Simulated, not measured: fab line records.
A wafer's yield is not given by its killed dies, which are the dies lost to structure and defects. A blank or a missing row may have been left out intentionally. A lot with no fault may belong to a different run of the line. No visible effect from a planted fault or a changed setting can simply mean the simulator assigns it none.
Matching of chambers + flow gf180mcu + GF_V3_CVD_00 on hdpcvd-02: 3 sister chambers
The step deposits SiO2, target thk 600 nm, time 100 s. 19 wafers are shown with their chamber, then 9 later ones without.

## WAFERS, EACH WITH ITS CHAMBER
| wafer  | chamber | sih4_flow_sccm (sccm) | pressure_mtorr (mTorr) |
|--------|---------|-----------------------|------------------------|
| L843.1 | 0       | 59.78                 | 6.008                  |
| L843.3 | 2       | 60.26                 | 6.011                  |
| L843.6 | 1       | 60.00                 | 6.013                  |
| L845.1 | 1       | 59.97                 | 6.005                  |
| L845.2 | 2       | 59.70                 | 6.005                  |
| L845.4 | 0       | 59.93                 | 5.985                  |
| L847.3 | 2       | 60.05                 | 5.997                  |
| L847.4 | 0       | 59.85                 | 6.014                  |
| L847.5 | 2       | 60.11                 | 5.988                  |
| L848.2 | 1       | 59.94                 | 6.008                  |
| L848.4 | 0       | 59.62                 | 6.009                  |
| L848.6 | 2       | 59.78                 | 6.029                  |
| L850.2 | 1       | 59.87                 | 5.997                  |
| L850.3 | 2       | 59.63                 | 5.999                  |
| L850.4 | 1       | 60.13                 | 5.953                  |
| L851.1 | 2       | 59.89                 | 6.015                  |
| L851.4 | 2       | 60.18                 | 6.004                  |
| L852.1 | 2       | 60.11                 | 6.030                  |
| L852.4 | 2       | 60.18                 | 6.000                  |

SIGNATURES, as means of the wafers listed above
| reading        | chamber 0 | chamber 1 | chamber 2 | scatter within a chamber |
|----------------|-----------|-----------|-----------|--------------------------|
| sih4_flow_sccm | 59.7950   | 59.9820   | 59.9890   | 0.183                    |
| pressure_mtorr | 6.00400   | 5.99520   | 6.00780   | 0.0168                   |
Rule: for each reading, subtract the chamber's mean from the wafer's reading, divide by that reading's scatter and square the result; add these up over the readings and take the root, which gives the wafer's distance from the chamber. The wafer belongs to the nearest chamber; if the next one is less than 2 further off, it can't be placed. The scatter: the root of (the sum of the squares of (reading less its chamber's mean) over the shown wafers, divided by (wafers less chambers)).

## WAFERS MISSING THEIR CHAMBER
| wafer  | sih4_flow_sccm (sccm) | pressure_mtorr (mTorr) |
|--------|-----------------------|------------------------|
| L860.1 | 59.94                 | 5.995                  |
| L860.2 | 59.93                 | 5.996                  |
| L860.6 | 60.11                 | 6.014                  |
| L862.1 | 59.84                 | 5.982                  |
| L862.4 | 59.79                 | 5.998                  |
| L862.6 | 60.03                 | 6.014                  |
| L864.1 | 59.90                 | 6.002                  |
| L864.4 | 59.97                 | 5.996                  |
| L864.5 | 60.05                 | 5.983                  |

## CHAMBER TAKEN BY EACH
| wafer  | from the rows above          | in truth |
|--------|------------------------------|----------|
| L860.1 | can't be placed: 1 or 2 or 0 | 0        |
| L860.2 | can't be placed: 1 or 2 or 0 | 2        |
| L860.6 | can't be placed: 2 or 1 or 0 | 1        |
| L862.1 | can't be placed: 1 or 0 or 2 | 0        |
| L862.4 | can't be placed: 0 or 1 or 2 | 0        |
| L862.6 | can't be placed: 2 or 1 or 0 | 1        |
| L864.1 | can't be placed: 0 or 2 or 1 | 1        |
| L864.4 | can't be placed: 1 or 2 or 0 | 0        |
| L864.5 | can't be placed: 1 or 2 or 0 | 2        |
Placed correctly: 0 of 9. Unplaceable from these rows: 9, with the true chamber sitting among the candidates in 9. 0 placed wrongly.
